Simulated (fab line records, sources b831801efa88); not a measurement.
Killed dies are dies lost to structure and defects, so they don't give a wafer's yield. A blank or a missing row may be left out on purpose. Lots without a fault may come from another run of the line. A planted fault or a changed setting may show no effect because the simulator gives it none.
Which tool did it? | flow gf180mcu | 14 lots, 42 wafers sampled, at 4 steps of a route of 602

WHAT THE GAUGES READ, wafer by wafer
GF_V4_THK_MEAS_01.
lot  | measured     | on            | V4_CVD_00_THK (nm)
L989 | day 23 06:47 | film_metro-03 | 591 591 595
L990 | day 23 16:34 | film_metro-01 | 593 595 598
L991 | day 24 02:13 | film_metro-01 | 611 602 604
L992 | day 24 12:09 | film_metro-01 | 590 599 588
L993 | day 24 15:54 | film_metro-04 | 599 596 593
L994 | day 25 04:25 | film_metro-04 | 592 596 592
L995 | day 25 14:32 | film_metro-03 | 596 594 594
L996 | day 25 22:37 | film_metro-04 | 602 596 608
L102 | day 27 19:57 | film_metro-04 | 608 604 605
L103 | day 27 22:01 | film_metro-04 | 604 595 590
L105 | day 28 23:08 | film_metro-01 | 598 591 595
L106 | day 29 03:08 | film_metro-04 | 611 603 604
L108 | day 29 14:14 | film_metro-03 | 597 589 605
L110 | day 30 04:24 | film_metro-04 | 594 606 599

WHICH TOOL RAN EACH LOT (tool, then ch and the chambers of the sampled wafers, then the start)
lot  | GF_STI_CMP_25                | GF_V3_ETCH_16                      | GF_M4_SPUTTER_04
L989 | cmp-01 ch 0,1, day 2 04:32   | rie_diel-03 ch 0,1,2, day 22 05:35 | pvd_sputter-02, day 22 07:08
L990 | cmp-01 ch 1,2, day 2 09:41   | rie_diel-03 ch 0,2, day 22 15:17   | pvd_sputter-01, day 22 16:49
L991 | cmp-02 ch 0,3, day 2 14:15   | rie_diel-03 ch 0,2, day 23 01:10   | pvd_sputter-01, day 23 02:49
L992 | cmp-01 ch 0,2, day 2 19:07   | rie_diel-03 ch 0,2, day 23 11:38   | pvd_sputter-04, day 23 13:11
L993 | cmp-01 ch 0,2, day 3 00:26   | rie_diel-04 ch 0,2,3, day 23 15:20 | pvd_sputter-04, day 23 16:58
L994 | cmp-02 ch 0,1,3, day 3 05:52 | rie_diel-03 ch 0,3, day 24 04:50   | pvd_sputter-04, day 24 06:28
L995 | cmp-02 ch 1,2,3, day 3 10:52 | rie_diel-03 ch 1,2,3, day 24 14:23 | pvd_sputter-02, day 24 15:56
L996 | cmp-02 ch 1,2,3, day 3 14:56 | rie_diel-04 ch 0,1, day 24 23:37   | pvd_sputter-02, day 25 01:09
L102 | cmp-01 ch 0,1,2, day 4 22:48 | rie_diel-01 ch 0,1, day 26 20:46   | pvd_sputter-02, day 26 22:40
L103 | cmp-01 ch 1,2,3, day 5 02:01 | rie_diel-03 ch 0,1,3, day 26 23:41 | pvd_sputter-01, day 27 01:17
L105 | cmp-01 ch 0,2, day 5 14:38   | rie_diel-03 ch 0,3, day 28 01:50   | pvd_sputter-01, day 28 03:43
L106 | cmp-02 ch 1,2,3, day 5 18:21 | rie_diel-01 ch 0,1,3, day 28 05:05 | pvd_sputter-02, day 28 06:44
L108 | cmp-02 ch 0,1,3, day 6 06:45 | rie_diel-03 ch 1,2,3, day 28 16:22 | pvd_sputter-04, day 28 18:19
L110 | cmp-02 ch 0,1, day 6 15:07   | rie_diel-04 ch 0,2,3, day 29 07:46 | pvd_sputter-04, day 29 09:25
- GF_STI_CMP_25: polishes, stops on Si3N4, t overpolish 33 s, target thk 524.6 nm.
- GF_V3_ETCH_16: etches BARC in N2/H2.
- GF_M4_SPUTTER_04: material TiN, target thk 50 nm, time 41.7 s.

WHAT THE TOOLS THEMSELVES READ (means of the sampled wafers that have a number; where no wafer has one, the mark that the record gives instead)
GF_STI_CMP_25.
lot  | tool   | motor_current_A (A) | overpolish_run_s (s) | slurry_flow_ml_min | time_to_endpoint_s (s)
L989 | cmp-01 | 10.7                | 32.995               | 150.3              | 119
L990 | cmp-01 | 11.6                | 33.005               | 149.8              | 121
L991 | cmp-02 | 11.2                | 33.006               | 149.7              | 119
L992 | cmp-01 | 11.8                | 32.997               | 149.7              | 124
L993 | cmp-01 | 11.2                | 33.001               | 149.9              | 121
L994 | cmp-02 | 11.5                | 33.001               | 149.7              | 118
L995 | cmp-02 | 12.4                | 32.997               | 149.7              | 125
L996 | cmp-02 | 12.3                | 32.995               | 150.0              | 117
L102 | cmp-01 | 11.4                | 34.849               | 150.5              | 124
L103 | cmp-01 | 12.0                | 34.848               | 149.4              | 116
L105 | cmp-01 | 11.1                | 34.849               | 150.0              | 118
L106 | cmp-02 | 12.3                | 33.006               | 150.0              | 119
L108 | cmp-02 | 11.8                | 33.001               | 149.9              | 123
L110 | cmp-02 | 11.9                | 32.997               | 149.7              | 122

GF_V3_ETCH_16.
lot  | tool        | drypump_motor_current_A (A) | oes_product_au (a.u.) | throttle_valve_pct (%)
L989 | rie_diel-03 | 5.5                         | 0.851                 | 13.224
L990 | rie_diel-03 | 5.4                         | 0.855                 | 13.219
L991 | rie_diel-03 | 5.5                         | 0.856                 | 13.217
L992 | rie_diel-03 | 5.5                         | 0.856                 | 13.221
L993 | rie_diel-04 | 6.2                         | 0.855                 | 13.224
L994 | rie_diel-03 | 5.3                         | 0.856                 | 13.223
L995 | rie_diel-03 | 5.3                         | 0.860                 | 13.227
L996 | rie_diel-04 | 5.9                         | 0.854                 | 13.233
L102 | rie_diel-01 | 5.2                         | 0.864                 | 13.224
L103 | rie_diel-03 | 5.3                         | 0.857                 | 13.227
L105 | rie_diel-03 | 5.3                         | 0.855                 | 13.229
L106 | rie_diel-01 | 5.5                         | 0.853                 | 13.226
L108 | rie_diel-03 | 5.3                         | 0.853                 | 13.223
L110 | rie_diel-04 | 6.2                         | 0.851                 | 13.228

GF_M4_SPUTTER_04.
lot  | tool           | throttle_valve_pct (%)
L989 | pvd_sputter-02 | 30.0
L990 | pvd_sputter-01 | 30.5
L991 | pvd_sputter-01 | 29.1
L992 | pvd_sputter-04 | 29.1
L993 | pvd_sputter-04 | 30.4
L994 | pvd_sputter-04 | 29.9
L995 | pvd_sputter-02 | 29.8
L996 | pvd_sputter-02 | 29.3
L102 | pvd_sputter-02 | 30.0
L103 | pvd_sputter-01 | 29.7
L105 | pvd_sputter-01 | 30.6
L106 | pvd_sputter-02 | 29.2
L108 | pvd_sputter-04 | 29.4
L110 | pvd_sputter-04 | 29.6

THE ANSWER, worked out from the rows above alone
Rule: what is usual is taken from the lots themselves. Put in order of their means at a reading, lots are off if they are a third of the lots or fewer, leave a main group of 4 or more, and stand apart from it by a gap of 3 or more times the standard deviation of the main group's means; of several such gaps the widest counts. A main group whose means are all the same, to the digits that the tables above print for the reading, isn't used. A lot without any number at a reading at which 4 lots or more have one is off too. The other lots that the step has rows for count as sound. The gauges are gone through in route order, then the tools' own readings, and for those a lot's mean is taken as printed above. The first step at which some lot is off is used, and at that step the reading that is off furthest; a lot without a number counts as furthest.
Off: L102, L103, L105, at GF_STI_CMP_25 (overpolish_run_s). The main group: mean 33.000 s, standard deviation 0.004.
A tool fits if, at that step or a process step before it, it ran every lot that is off, and no sound lot after the first of them. One fits: cmp-01 at GF_STI_CMP_25. Its last sound lot is L993 (day 3 00:26), its first lot that is off L102 (day 4 22:48): a fault that began between those two fits.
The tool's own readings at GF_STI_CMP_25 bear it out: on the lots that are off they differ by more than 5 times the standard deviation of the sound lots' means. overpolish_run_s reads 34.849 s there against 33.000 s on the sound lots.

WHAT THE SIMULATOR HAD PUT IN
Process parameter drift: cmp-01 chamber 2, from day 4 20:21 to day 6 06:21, at GF_STI_CMP_25. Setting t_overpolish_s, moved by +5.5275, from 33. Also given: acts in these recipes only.
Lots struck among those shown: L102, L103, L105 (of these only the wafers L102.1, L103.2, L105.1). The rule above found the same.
